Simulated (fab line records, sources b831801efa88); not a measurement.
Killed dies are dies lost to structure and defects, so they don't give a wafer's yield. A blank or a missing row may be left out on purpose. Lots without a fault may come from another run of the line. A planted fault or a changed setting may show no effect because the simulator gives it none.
A struck lot beside a sound one | flow sky130 | 24 steps out of a route of 708
Sound: wafers L869.1, L869.2, L869.4. Struck: wafers L873.3, L873.4, L873.5. The cause comes at the end.
At each step with rows: each side's tool, then ch and its chambers, then its first start. Under that, the readings that differ: sound wafers | struck wafers | difference of the means | sigmas: that difference in standard deviations of wafers without a fault.
alike: readings whose means differ by less than 2 such deviations, and words and numbers that are the same on both sides. not compared: withheld readings, readings that some wafer has no value for, bounds like >300 that may hide the same value, and numbers for which the record gives no deviation and whose values overlap.
The two part at a step that has a row with sigmas, a row that says differs or no value, or rows on one side only. Numbers that don't overlap but have no deviation are shown without sigmas and don't part them. A reading that every wafer of one side lacks parts them only if that side has two wafers or more.

first, 2 steps without rows for these wafers: SKY_POLY_GATE_CLEAN_19 (cleans in SC1/SC2, time 150 s); SKY_POLY_GATE_OXIDATION_20 (stabilise 600 s, purge 300 s, target thk 4 nm).
SKY_POLY_GATE_THK_MEAS_21:
  sound on film_metro-02, day 20 14:13; struck on film_metro-01, day 21 16:50
  alike: POLY_GATE_OXIDATION_THK
SKY_POLY_GATE_CD_MEAS_22:
  sound on cd_sem-02, day 20 14:17; struck on cd_sem-02, day 21 16:56
  alike: cd_nm
then, 7 steps without rows for these wafers: SKY_LDD_N_DEHYDRATE_00 (time 60 s); SKY_LDD_N_HMDS_01 (prime time 60 s); SKY_LDD_N_COAT_02 (resist thk 300 nm); SKY_LDD_N_SOFTBAKE_03 (time 60 s); SKY_LDD_N_EXPOSE_04 (exposes mask NTM, target cd 840 nm); SKY_LDD_N_PEB_05; SKY_LDD_N_DEVELOP_06 (develop time 60 s).
SKY_LDD_N_OVL_MEAS_07:
  sound on overlay-02, day 21 19:50; struck on overlay-01, day 23 00:00
  alike: LDD_N_OVL
SKY_LDD_N_IMPLANT_08:
  sound on implanter-03 ch 0, day 21 19:52; struck on implanter-03 ch 0, day 23 00:04
  reading            | sound                         | struck                        | difference | sigmas
  dose_ions_cm2      | 7.505e+13 7.512e+13 7.496e+13 | 4.616e+13 4.621e+13 4.627e+13 | -2.883e+13 | -99 or more
  faraday_current_uA | 425 423 422                   | 263 265 268                   | -158       | -19
  alike: rotation_deg
then, 7 steps without rows for these wafers: SKY_LDD_N_IMPLANT_09; SKY_LDD_N_IMPLANT_10; SKY_LDD_N_IMPLANT_11; SKY_LDD_N_IMPLANT_12; SKY_LDD_N_IMPLANT_13; SKY_LDD_N_IMPLANT_14; SKY_LDD_N_IMPLANT_15.
SKY_LDD_N_STRIP_16: strips in O2/N2.
  sound on plasma_asher-01 ch 0,1, day 21 21:04; struck on plasma_asher-02 ch 0,1, day 23 03:29
  reading                      | sound             | struck            | difference | sigmas
  strip_time_to_endpoint_s (s) | 4.325 4.319 4.339 | 4.260 4.272 4.259 | -0.064     | -4
  alike: drypump_motor_current_A, n2_flow_sccm, oes_product_au
  not compared: rf_hours_counter_h
SKY_LDD_N_TW_MEAS_17:
  sound on film_metro-02, day 21 21:10; struck on film_metro-02, day 23 03:34
  reading  | sound          | struck         | difference | sigmas
  LDD_N_TW | 2592 2592 2598 | 2519 2503 2501 | -86        | -5
then, 1 step without rows for these wafers: SKY_LDD_P_DEHYDRATE_00 (time 60 s).
-- the record jumps here: 26 days lie between the struck wafers' starts before and after (it left off in module LDD_P and takes up again in module PAD_OPEN, whose first step shown is number 708 of the route) --
SKY_PAD_OPEN_PROBE_99:
  sound on prober-01, day 48 10:39; struck on prober-02, day 49 06:04
  reading                     | sound             | struck            | difference | sigmas
  model.etest.tip_n.rs_ohm_sq | 442.1 444.9 444.6 | 470.9 475.4 472.8 | +29.2      |
  alike: killed_at_M0_to_M3, killed_at_M4_up, killed_at_contacts, killed_at_front_end, killed_at_other, killed_dies, killed_open, killed_short

WHERE THEY PART
First at SKY_LDD_N_IMPLANT_08; last, within this record, at SKY_LDD_N_TW_MEAS_17. Later steps at which nothing parts them and some readings are alike: SKY_PAD_OPEN_PROBE_99.

WHY: what the simulator had put in
Process parameter drift: implanter-03, from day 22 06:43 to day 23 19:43, at SKY_LDD_N_IMPLANT_08. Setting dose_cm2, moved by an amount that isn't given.
